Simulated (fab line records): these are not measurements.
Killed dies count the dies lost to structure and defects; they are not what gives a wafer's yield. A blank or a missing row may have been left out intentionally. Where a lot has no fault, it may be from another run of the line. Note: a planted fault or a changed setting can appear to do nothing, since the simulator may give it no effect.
A sampling plan put to the test -- flow gf180mcu -- one line in one fab, 24 faults in these records, each fault weighed on the records of the lots it struck
What counts as the plan is the set of the line's own looks, namely the steps on the route at which a gauge or an inspection reads a wafer and does not change it. A look can be judged if struck wafers have a number there and the file gives its usual mean and standard deviation on fault-free wafers. Caught: a look later than the fault's first step finds the struck wafers' mean 4 or more of those standard deviations (sigma) from the usual mean. On the tool: the fault's steps, tested the same way using the tool's own readings. A different recipe on the struck wafers counts as caught too, as does a record blank only for those wafers.

## THE FAULTS, as the simulator had put them in
1. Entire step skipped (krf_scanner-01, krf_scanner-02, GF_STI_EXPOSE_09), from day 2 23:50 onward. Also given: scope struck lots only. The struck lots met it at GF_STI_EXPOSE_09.
2. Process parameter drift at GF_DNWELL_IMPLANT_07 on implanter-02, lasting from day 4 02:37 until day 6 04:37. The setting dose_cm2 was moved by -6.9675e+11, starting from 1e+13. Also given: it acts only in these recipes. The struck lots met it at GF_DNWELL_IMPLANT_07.
3. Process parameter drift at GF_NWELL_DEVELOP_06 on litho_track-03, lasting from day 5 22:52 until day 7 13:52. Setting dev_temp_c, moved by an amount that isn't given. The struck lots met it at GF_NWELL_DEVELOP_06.
4. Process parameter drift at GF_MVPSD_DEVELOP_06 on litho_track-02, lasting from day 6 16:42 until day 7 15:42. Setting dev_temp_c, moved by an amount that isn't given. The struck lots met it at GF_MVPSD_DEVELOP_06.
5. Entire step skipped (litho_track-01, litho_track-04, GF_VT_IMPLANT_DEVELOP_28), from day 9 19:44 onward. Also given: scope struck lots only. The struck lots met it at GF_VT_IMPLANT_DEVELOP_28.
6. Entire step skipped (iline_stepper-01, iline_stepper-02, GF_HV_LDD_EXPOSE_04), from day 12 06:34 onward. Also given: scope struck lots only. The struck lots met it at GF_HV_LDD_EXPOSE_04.
7. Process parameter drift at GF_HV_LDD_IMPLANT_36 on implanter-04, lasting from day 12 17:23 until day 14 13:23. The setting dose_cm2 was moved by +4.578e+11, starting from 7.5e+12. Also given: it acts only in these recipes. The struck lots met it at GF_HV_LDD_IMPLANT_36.
8. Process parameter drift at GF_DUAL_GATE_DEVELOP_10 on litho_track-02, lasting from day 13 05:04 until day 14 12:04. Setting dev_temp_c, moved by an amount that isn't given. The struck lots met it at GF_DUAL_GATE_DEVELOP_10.
9. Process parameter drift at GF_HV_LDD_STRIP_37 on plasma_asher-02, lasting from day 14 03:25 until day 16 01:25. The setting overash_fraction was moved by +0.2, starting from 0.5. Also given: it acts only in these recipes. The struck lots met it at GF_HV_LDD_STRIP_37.
10. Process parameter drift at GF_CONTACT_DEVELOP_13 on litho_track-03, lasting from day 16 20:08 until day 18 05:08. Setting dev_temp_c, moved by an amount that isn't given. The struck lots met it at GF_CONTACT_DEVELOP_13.
11. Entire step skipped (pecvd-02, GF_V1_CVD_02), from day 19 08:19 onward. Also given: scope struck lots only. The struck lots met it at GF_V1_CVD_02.
12. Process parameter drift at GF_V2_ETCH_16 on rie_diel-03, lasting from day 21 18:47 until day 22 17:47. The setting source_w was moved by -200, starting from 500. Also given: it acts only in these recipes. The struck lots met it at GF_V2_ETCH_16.
13. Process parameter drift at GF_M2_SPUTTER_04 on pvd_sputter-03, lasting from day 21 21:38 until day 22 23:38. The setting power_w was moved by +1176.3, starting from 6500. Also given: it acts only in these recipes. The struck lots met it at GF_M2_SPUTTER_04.
14. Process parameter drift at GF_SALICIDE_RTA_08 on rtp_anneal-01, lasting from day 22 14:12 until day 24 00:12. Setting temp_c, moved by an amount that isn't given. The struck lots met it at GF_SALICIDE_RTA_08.
15. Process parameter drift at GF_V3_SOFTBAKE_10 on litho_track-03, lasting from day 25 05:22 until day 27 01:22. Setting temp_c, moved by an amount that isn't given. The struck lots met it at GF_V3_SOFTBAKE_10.
16. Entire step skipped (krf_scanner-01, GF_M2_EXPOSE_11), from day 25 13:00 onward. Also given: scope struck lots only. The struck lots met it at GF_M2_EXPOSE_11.
17. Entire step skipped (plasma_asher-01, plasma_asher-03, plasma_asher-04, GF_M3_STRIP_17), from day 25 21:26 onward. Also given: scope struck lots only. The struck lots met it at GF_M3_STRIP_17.
18. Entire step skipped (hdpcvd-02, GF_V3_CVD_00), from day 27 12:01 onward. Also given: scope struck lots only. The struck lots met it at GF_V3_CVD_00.
19. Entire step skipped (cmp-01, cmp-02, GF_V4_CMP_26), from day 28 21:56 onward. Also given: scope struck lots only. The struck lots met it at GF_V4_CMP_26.
20. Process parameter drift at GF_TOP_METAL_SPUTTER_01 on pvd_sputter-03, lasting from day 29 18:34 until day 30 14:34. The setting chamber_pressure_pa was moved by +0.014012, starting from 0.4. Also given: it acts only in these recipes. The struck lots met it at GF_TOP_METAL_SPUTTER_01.
21. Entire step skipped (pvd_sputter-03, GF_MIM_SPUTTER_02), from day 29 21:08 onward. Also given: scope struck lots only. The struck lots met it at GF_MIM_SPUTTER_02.
22. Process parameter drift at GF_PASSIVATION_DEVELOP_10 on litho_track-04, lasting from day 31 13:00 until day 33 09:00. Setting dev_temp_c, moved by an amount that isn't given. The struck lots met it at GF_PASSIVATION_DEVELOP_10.
23. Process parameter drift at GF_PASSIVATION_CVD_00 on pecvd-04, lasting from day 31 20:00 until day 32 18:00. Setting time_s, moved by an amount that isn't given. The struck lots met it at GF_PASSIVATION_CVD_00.
24. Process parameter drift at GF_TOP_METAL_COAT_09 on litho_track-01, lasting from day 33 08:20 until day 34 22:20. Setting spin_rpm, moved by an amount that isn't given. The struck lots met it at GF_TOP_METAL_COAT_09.

## WHAT THE PLAN SAW
fault,on the tool itself,first look that catches it,"reading, sigma",median hours from its first step to that look,hours from the fault's start to the first struck lot there,judged looks passed uncaught
1,no reading that can be judged,no look after it can be judged,-,-,-,0
2,dose_ions_cm2 -58 sigma,none of the 2 looks that can be judged after it,-,-,-,2
3,developer_temp_C -9.5 sigma,none of the 2 looks that can be judged after it,-,-,-,2
4,developer_temp_C +8.3 sigma,not the one look that can be judged after it,-,-,-,1
5,the tool's record is blank for the struck wafers,no look after it can be judged,-,-,-,0
6,no reading that can be judged,no look after it can be judged,-,-,-,0
7,dose_ions_cm2 +52 sigma,no look after it can be judged,-,-,-,0
8,developer_temp_C -10 sigma,none of the 2 looks that can be judged after it,-,-,-,2
9,oes_product_au -11 sigma,not the one look that can be judged after it,-,-,-,1
10,developer_temp_C +8.0 sigma,no look after it can be judged,-,-,-,0
11,the tool's record is blank for the struck wafers,no look after it can be judged,-,-,-,0
12,rf_fwd_power_W -91 sigma,no look after it can be judged,-,-,-,0
13,cathode_dc_power_W +99 or beyond sigma,not the one look that can be judged after it,-,-,-,1
14,wafer_temp_C_max -99 or beyond sigma,no look after it can be judged,-,-,-,0
15,heater_power_total_W +36 sigma,GF_V3_CD_MEAS_14,cd_nm +6.3,10.5,35,0
16,no reading that can be judged,no look after it can be judged,-,-,-,0
17,the tool's record is blank for the struck wafers,no look after it can be judged,-,-,-,0
18,the tool's record is blank for the struck wafers,no look after it can be judged,-,-,-,0
19,the tool's record is blank for the struck wafers,no look after it can be judged,-,-,-,0
20,chamber_pressure_pa +16 sigma,no look after it can be judged,-,-,-,0
21,the tool's record is blank for the struck wafers,no look after it can be judged,-,-,-,0
22,developer_temp_C -7.5 sigma,no look after it can be judged,-,-,-,0
23,run_length_s +4.4 sigma,no look after it can be judged,-,-,-,0
24,spin_speed_rpm +20 sigma,no look after it can be judged,-,-,-,0
A dash: the fault is not caught, or the number is missing from these records.

Caught at a look: 1 of 24. Caught on the tool: 21 of 24. By one or the other: 21 of 24.
Caught on the tool alone: faults 2, 3, 4, 5, 7, 8, 9, 10, 11, 12, 13, 14, 17, 18, 19, 20, 21, 22, 23, 24.
Caught by neither: faults 1, 6, 16.

## THINNER SAMPLING
In the worst case, this is how late the first struck lot would be measured if the look that catches a fault measured only every second or every third lot, by lot number:
fault,"struck lots at that look, in order of time",every lot,every second lot,every third lot
15,"L124, L125",35 h,41 h,may miss all 2
The hour figures run from when the fault began to the first measured lot among those it struck. The test against the limit of 4 sigma pooled every struck wafer, which means one lot taken alone may stay below that limit. Other struck lots may not be in these records.

## THE LONGEST TIMED WAY FROM STEP TO LOOK
Fault 15: a median of 10.5 hours passes between GF_V3_SOFTBAKE_10 and GF_V3_CD_MEAS_14. No look between them can be judged.
